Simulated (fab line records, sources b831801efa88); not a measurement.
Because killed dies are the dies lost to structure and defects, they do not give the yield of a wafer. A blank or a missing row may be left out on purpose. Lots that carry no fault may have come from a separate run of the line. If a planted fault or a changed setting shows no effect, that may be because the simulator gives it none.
A struck lot beside a sound one :: flow sfqLine :: 13 out of 325 route steps
Sound: these wafers, L468.1, L468.2, L468.3. Struck: wafer L489.1. (L489.2, L489.4 of the same lot were not struck and are left out.) The cause comes at the end.
Each step with rows lists, per side, the tool, then ch with its chambers, then its first start. Under that, the readings that differ: sound wafers :: struck wafers :: difference of the means :: sigmas: that difference in standard deviations of wafers without a fault.
alike: readings with means less than 2 such deviations apart, plus words and numbers identical on both sides. not compared: withheld readings, readings lacking a value on some wafer, bounds such as >300 that could conceal the same value, and numbers that have no deviation in the record and whose values overlap.
The two part at a step that has a row with sigmas, a row that says differs or no value, or rows on one side only. Numbers that don't overlap but have no deviation are shown without sigmas and don't part them. A reading that every wafer of one side lacks parts them only if that side has two wafers or more.

first, 1 step without rows for these wafers: SFQ_TRILAYER_M6_DEP_PRE_CLEAN_158 (time 22.5 s).
SFQ_TRILAYER_M6_DEP_SPUTTER_157: material Nb, target thk 200 nm, time 133.3 s.
  sound on pvdSputter-06 at day 72 13:14; struck on pvdSputter-04 at day 79 23:10
  alike: throttleValvePct
SFQ_M6_RS_MEAS_938: measures by four-point-probe.
  sound on filmMetro-01 at day 72 13:19; struck on filmMetro-04 at day 79 23:16
  alike: M6_NB_RS
then, 6 steps without rows for these wafers: SFQ_TRILAYER_M6_LITHO_COAT_164 (resist thk 62 nm); SFQ_TRILAYER_M6_LITHO_COAT_159 (resist thk 600 nm); SFQ_TRILAYER_M6_LITHO_SOFTBAKE_163; SFQ_TRILAYER_M6_LITHO_EXPOSE_160 (exposes mask M6, target cd 500 nm); SFQ_TRILAYER_M6_LITHO_PEB_162 (peb time 60 s); SFQ_TRILAYER_M6_LITHO_DEVELOP_161 (time 60 s).
SFQ_M6_OVL_MEAS_940:
  sound on overlay-01 at day 73 01:07; struck on overlay-02 at day 81 07:56
  alike: M6_OVL
SFQ_TRILAYER_M6_BARC_OPEN_METAL_ETCH_206: etches BARC in O2, target depth 125 nm, time 41.7 s.
  sound on rieMetal-03 ch 0,1, day 73 01:09; struck on rieMetal-03 ch 0, day 81 07:58
  alike: drypumpMotorCurrentA, heBacksideLeakSccm, oesProductAu
  not compared: rfHoursCounterH
SFQ_TRILAYER_M6_ETCH_METAL_ETCH_162: etches Nb in Cl2/Ar, stops on SiO2, target depth 240 nm, time 120 s.
  sound on rieMetal-03 ch 0,1, day 73 01:13; struck on rieMetal-03 ch 0, day 81 08:02
reading: model.KrF_of_TRILAYER_M6_LITHO_COAT_159.thkNm (nm)
sound: 381.8 376.5 381.7
struck: 408
difference: +28
sigmas: 
  alike: drypumpMotorCurrentA, heBacksideLeakSccm, oesProductAu
  not compared: rfHoursCounterH
SFQ_TRILAYER_M6_STRIP_STRIP_163: strips in O2.
  sound on rieMetal-03 ch 0,1, day 73 01:20; struck on rieMetal-03 ch 0, day 81 08:09
  alike: drypumpMotorCurrentA, heBacksideLeakSccm, oesProductAu
  not compared: rfHoursCounterH

== WHERE THEY PART ==
Nowhere in this record.

WHY: the cause the simulator had injected
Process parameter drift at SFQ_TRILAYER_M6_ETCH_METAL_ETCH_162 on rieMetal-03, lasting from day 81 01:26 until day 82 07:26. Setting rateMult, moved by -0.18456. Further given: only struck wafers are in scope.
